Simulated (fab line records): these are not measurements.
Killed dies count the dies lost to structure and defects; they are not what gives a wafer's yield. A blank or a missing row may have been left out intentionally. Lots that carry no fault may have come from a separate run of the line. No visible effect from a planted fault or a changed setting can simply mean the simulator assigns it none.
fab line records | flow sky130
record lots=12 wafers=36 last-day=50
route steps=708 shown GATE_OXIDE@200 POLY_GATE@218 LDD_N@248 LDD_P@265
lots untouched by any fault: they come from a run of this same line in which no faults occurred
start-h: the number of hours between the record's first day and the start of the first shown wafer of the lot | wait-h: how many hours have passed since the lot's step before this one | " identical to the entry in the row above | L1.1+2: a single row standing in for several wafers | - value missing, or start not given | * or withheld: withheld | < > ~ a bound
route shown NAME@n: names a module that has steps shown in the file, with the first one's number in the route | usual: mean/standard deviation taken from wafers without a fault | same: alike in all rows | chamber/n: place in a boat | sites: each site's reading | _std_site: the standard deviation of these | _edge_site: mean of outer sites minus mean of inner sites | radius-mm: how far each site lies from the wafer's centre | mask NAME#n: copy n | behind: tool/chamber where the wafer was last shaped | hold: cause of the lot's hold/its duration in hours/its outcome | device: the transistor (n, p or np) that didn't switch | end of line: at the end of the route, the tests of the same wafers | a step given without rows: its recipe and nothing more | killed: not the wafer's yield, but the dies lost to structure and defects at the first sort | map: a wafer's dies, marking killed ones x, the rest . and places with no die _
set.NAME: the setting that was run; set.NAME@STEP: the one run at that earlier step | model.NAME: the simulator's own value behind a step, which no gauge read
route steps across a sampled set of lots; one table per step, one row per wafer
services: the hour from which a tool's chamber was out of use, counted from the record's first day as start-h (under 0 if before that day), plus the number of hours and why
## steps
# step SKY_GATE_OXIDE_STRIP_13
# recipe chemistry=O2/N2 power-w=1400 pressure-mtorr=1500 platen-temp-c=withheld o2-flow-sccm=3000 n2-flow-sccm=300 overash-fraction=0.5
# usual drypump-motor-current-A=5.6/0.77 oes-product-au=0.716/0.0044 strip-time-to-endpoint-s=14.20/0.036
# columns lot.wafer tool chamber start-h wait-h drypump-motor-current-A oes-product-au rf-hours-counter-h strip-time-to-endpoint-s
L460.2 plasma-asher-04 0 306.03 0.0 6.7 0.712 59 14.14
L460.3 " 1 " " 4.7 0.712 - 14.11
L460.6 " 1 " " 4.7 0.713 - 14.18
L462.2 plasma-asher-04 0 316.27 0.0 6.7 0.720 60 14.16
L462.3 " 1 " " 4.7 0.722 - 14.17
L462.6 " 1 " " 4.7 0.715 - 14.19
L469.2 plasma-asher-04 0 391.42 0.0 6.7 0.716 68 14.22
L469.4 " 0 " " 6.6 0.708 - 14.18
L469.5 " 0 " " 6.7 0.714 - 14.19
L470.3 plasma-asher-04 0 393.31 0.0 6.7 0.731 - 14.16
L470.4 " 1 " " 4.7 0.722 - 14.18
L470.5 " 0 " " 6.7 0.712 - 14.15
L471.1 plasma-asher-04 0 407.47 0.0 6.7 0.715 69 14.15
L471.2 " 1 " " 4.7 0.719 69 14.12
L471.6 " 1 " " 4.7 0.717 - 14.19
L473.1 plasma-asher-04 0 415.72 0.0 6.7 0.712 70 14.16
L473.2 " 1 " " 4.7 0.716 70 14.21
L473.6 " 1 " " 4.7 0.711 - 14.17
L476.2 plasma-asher-02 1 438.42 0.0 5.9 0.723 61 14.21
L476.3 " 1 " " 5.9 0.715 - 14.27
L476.6 " 1 " " 5.9 0.714 - 14.25
L479.2 plasma-asher-02 1 467.57 0.0 5.9 0.715 64 14.29
L479.3 " 1 " " 5.9 0.721 - 14.25
L479.5 " 0 " " 5.1 0.714 - 14.26
L480.1 plasma-asher-04 0 480.42 0.0 6.7 0.709 77 14.22
L480.2 " 1 " " 4.7 0.717 77 14.23
L480.6 " 0 " " 6.7 0.723 - 14.21
L481.2 plasma-asher-01 1 483.48 0.0 6.2 0.712 35 14.27
L481.3 " 1 " " 6.2 0.724 - 14.24
L481.6 " 0 " " 5.2 0.710 - 14.24
L482.2 plasma-asher-04 1 489.22 0.0 4.6 0.712 78 14.20
L482.4 " 0 " " 6.7 0.716 - 14.20
L482.5 " 0 " " 6.7 0.721 - 14.20
L483.2 plasma-asher-04 1 502.32 0.0 4.7 0.705 79 14.15
L483.3 " 0 " " 6.7 0.711 - 14.17
L483.4 " 1 " " 4.7 0.719 - 14.19
# step SKY_POLY_GATE_THK_MEAS_04
# recipe reads=Si3N4_of_POLY_GATE_CVD_03
# usual POLY_GATE_CVD_03_THK=75.3/0.57
# columns lot.wafer tool chamber start-h wait-h POLY_GATE_CVD_03_THK[nm]
L460.2 film-metro-04 - 338.11 0.0 74.5
L460.3 " - " " 74.9
L460.6 " - " " 74.8
L462.2 film-metro-02 - 348.86 0.0 76.4
L462.3 " - " " 75.9
L462.6 " - " " 75.5
L469.2 film-metro-02 - 430.77 0.0 75.2
L469.4 " - " " 75.2
L469.5 " - " " 75.9
L470.3 film-metro-01 - 430.78 0.0 75.3
L470.4 " - " " 75.2
L470.5 " - " " 74.9
L471.1 film-metro-01 - 442.05 0.0 75.1
L471.2 " - " " 75.1
L471.6 " - " " 75.1
L473.1 film-metro-02 - 453.28 0.0 75.0
L473.2 " - " " 75.4
L473.6 " - " " 75.4
L476.2 film-metro-01 - 474.15 0.0 75.6
L476.3 " - " " 75.2
L476.6 " - " " 75.7
L479.2 film-metro-01 - 504.71 0.0 76.3
L479.3 " - " " 76.2
L479.5 " - " " 76.5
L480.1 film-metro-02 - 516.05 0.0 74.9
L480.2 " - " " 75.0
L480.6 " - " " 74.5
L481.2 film-metro-02 - 517.61 0.0 74.0
L481.3 " - " " 74.4
L481.6 " - " " 74.9
L482.2 film-metro-04 - 524.16 0.0 74.5
L482.4 " - " " 75.1
L482.5 " - " " 74.9
L483.2 film-metro-01 - 537.26 0.0 75.3
L483.3 " - " " 74.5
L483.4 " - " " 74.5
# step SKY_LDD_N_IMPLANT_11
# recipe species=As energy-kev=20 dose-cm2=7.5e+13 tilt-deg=withheld rotation-deg=293
# usual dose-ions-cm2=7.5e+13/8.4e+10 faraday-current-uA=423/8.4 rotation-deg=293.01/0.06
# columns lot.wafer tool chamber start-h wait-h dose-ions-cm2 faraday-current-uA rotation-deg
L460.2 implanter-03 0 396.20 0.1 7.504e+13 399 293.04
L460.3 " 0 " " 7.496e+13 416 292.96
L460.6 " 0 " " 7.496e+13 412 293.02
L462.2 implanter-02 0 408.15 0.1 7.492e+13 431 292.99
L462.3 " 0 " " 7.496e+13 422 292.89
L462.6 " 0 " " 7.493e+13 428 292.88
L469.2 implanter-02 0 495.85 0.1 7.503e+13 430 292.97
L469.4 " 0 " " 7.488e+13 420 293.00
L469.5 " 0 " " 7.511e+13 426 292.96
L470.3 implanter-04 0 496.92 0.1 7.498e+13 416 293.02
L470.4 " 0 " " 7.508e+13 426 292.98
L470.5 " 0 " " 7.5e+13 438 293.06
L471.1 implanter-02 0 505.87 0.1 8.026e+13 457 292.95
L471.2 " 0 " " 8.023e+13 457 293.02
L471.6 " 0 " " 8.038e+13 449 293.00
L473.1 implanter-02 0 517.27 0.1 8.031e+13 444 292.98
L473.2 " 0 " " 8.034e+13 461 292.96
L473.6 " 0 " " 8.02e+13 454 292.95
L476.2 implanter-04 0 537.55 0.1 7.503e+13 417 292.88
L476.3 " 0 " " 7.503e+13 416 293.01
L476.6 " 0 " " 7.504e+13 424 293.05
L479.2 implanter-03 0 567.59 0.1 7.513e+13 429 292.96
L479.3 " 0 " " 7.497e+13 438 293.03
L479.5 " 0 " " 7.49e+13 424 292.97
L480.1 implanter-03 0 576.97 0.1 7.512e+13 412 293.01
L480.2 " 0 " " 7.498e+13 419 292.98
L480.6 " 0 " " 7.495e+13 433 292.95
L481.2 implanter-02 0 579.24 0.1 7.492e+13 426 293.06
L481.3 " 0 " " 7.497e+13 428 293.08
L481.6 " 0 " " 7.491e+13 424 292.97
L482.2 implanter-03 0 585.99 0.1 7.518e+13 415 293.09
L482.4 " 0 " " 7.513e+13 430 293.00
L482.5 " 0 " " 7.503e+13 416 293.00
L483.2 implanter-03 0 599.29 0.1 7.488e+13 430 293.05
L483.3 " 0 " " 7.495e+13 421 292.97
L483.4 " 0 " " 7.506e+13 419 292.98
# step SKY_LDD_P_STRIP_10
# recipe chemistry=O2/N2 power-w=1400 pressure-mtorr=1500 platen-temp-c=withheld o2-flow-sccm=3000 n2-flow-sccm=300 overash-fraction=0.5
# usual drypump-motor-current-A=5.6/0.66 oes-product-au=0.716/0.0047 strip-time-to-endpoint-s=14.208/0.029
# columns lot.wafer tool chamber start-h wait-h drypump-motor-current-A oes-product-au rf-hours-counter-h strip-time-to-endpoint-s
L460.2 plasma-asher-01 0 426.87 0.1 5.2 0.715 31 14.233
L460.3 " 1 " " 6.2 0.720 - 14.217
L460.6 " 0 " " 5.3 0.720 - 14.233
L462.2 plasma-asher-01 1 438.74 0.1 6.2 0.721 32 14.152
L462.3 " 1 " " 6.2 0.719 - 14.184
L462.6 " 0 " " 5.2 0.714 - 14.197
L469.2 plasma-asher-02 0 527.74 0.1 5.1 0.722 70 14.219
L469.4 " 1 " " 5.9 0.719 - 14.248
L469.5 " 0 " " 5.1 0.714 - 14.194
L470.3 plasma-asher-04 0 528.03 0.1 6.7 0.710 - 14.285
L470.4 " 1 " " 4.7 0.721 - 14.250
L470.5 " 1 " " 4.7 0.723 - 14.300
L471.1 plasma-asher-01 1 536.81 0.1 6.2 0.712 41 14.152
L471.2 " 0 " " 5.2 0.714 41 14.171
L471.6 " 1 " " 6.2 0.713 - 14.182
L473.1 plasma-asher-01 1 547.69 0.1 6.2 0.724 42 14.226
L473.2 " 0 " " 5.2 0.717 42 14.239
L473.6 " 1 " " 6.2 0.716 - 14.184
L476.2 plasma-asher-04 0 567.99 0.1 6.7 0.711 86 14.200
L476.3 " 0 " " 6.7 0.708 - 14.186
L476.6 " 0 " " 6.7 0.716 - 14.168
L479.2 plasma-asher-01 0 598.19 0.1 5.3 0.715 47 14.178
L479.3 " 1 " " 6.2 0.712 - 14.194
L479.5 " 0 " " 5.3 0.718 - 14.216
L480.1 plasma-asher-01 1 606.86 0.1 6.2 0.716 48 14.229
L480.2 " 0 " " 5.2 0.714 48 14.242
L480.6 " 1 " " 6.2 0.717 - 14.209
L481.2 plasma-asher-04 0 609.19 0.1 6.7 0.716 90 14.186
L481.3 " 0 " " 6.7 0.726 - 14.183
L481.6 " 0 " " 6.7 0.721 - 14.177
L482.2 plasma-asher-04 0 615.99 0.1 6.7 0.717 91 14.172
L482.4 " 1 " " 4.7 0.716 - 14.173
L482.5 " 0 " " 6.7 0.708 - 14.234
L483.2 plasma-asher-01 0 628.79 0.1 5.2 0.708 49 14.186
L483.3 " 0 " " 5.2 0.708 - 14.175
L483.4 " 1 " " 6.2 0.719 - 14.188
## services
# columns tool chamber start-h hours kind
plasma-asher-04 - 303.73 0.5 repair
implanter-03 - 314.48 3.9 pm
implanter-02 - 322.64 3.0 repair
implanter-03 - 342.55 13.6 pm
implanter-02 - 415.26 4.2 pm
implanter-02 - 429.72 6.3 repair
implanter-02 - 431.14 1.3 repair
plasma-asher-04 - 434.39 3.2 repair
plasma-asher-02 - 439.91 0.7 repair
implanter-02 - 463.64 3.2 repair
plasma-asher-01 - 463.94 14.6 pm
plasma-asher-02 - 494.49 1.0 repair
implanter-03 - 539.05 1.6 repair
implanter-02 - 559.04 4.7 repair
implanter-03 - 589.57 1.0 repair
implanter-03 - 602.08 3.9 repair
plasma-asher-02 - 605.98 1.0 repair
plasma-asher-01 - 611.45 6.5 repair
implanter-03 - 616.09 2.8 repair
implanter-04 - 624.06 3.5 pm
implanter-03 - 628.29 13.7 repair
## key
first-sign step=SKY_LDD_N_IMPLANT_11 reading=dose-ions-cm2 direction=up sigmas=63 usual=* struck=*
effect step=SKY_LDD_N_IMPLANT_11 reading=faraday-current-uA direction=up sigmas=3.7 usual=423 struck=454
met-at SKY_LDD_N_IMPLANT_11
struck-lots L471,L473
tester-left-out L471,L473
not-acting-at SKY_GATE_OXIDE_STRIP_13,SKY_POLY_GATE_THK_MEAS_04,SKY_LDD_P_STRIP_10
onset-between 495.85 505.87
fault kind=process-parameter-drift tool=implanter-02 chamber=- onset-h=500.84 steps=SKY_LDD_N_IMPLANT_11 channel=dose-cm2 offset=* shape=step end-h=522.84 acts-in=* stated=*
# tester-left-out: of these lots the tester's yield and bins aren't shown, on N5 and GAA mostly nor the transistor test; their killed dies are dies lost to structure and defects alone, not to doping, threshold or leakage, so they don't give the yield
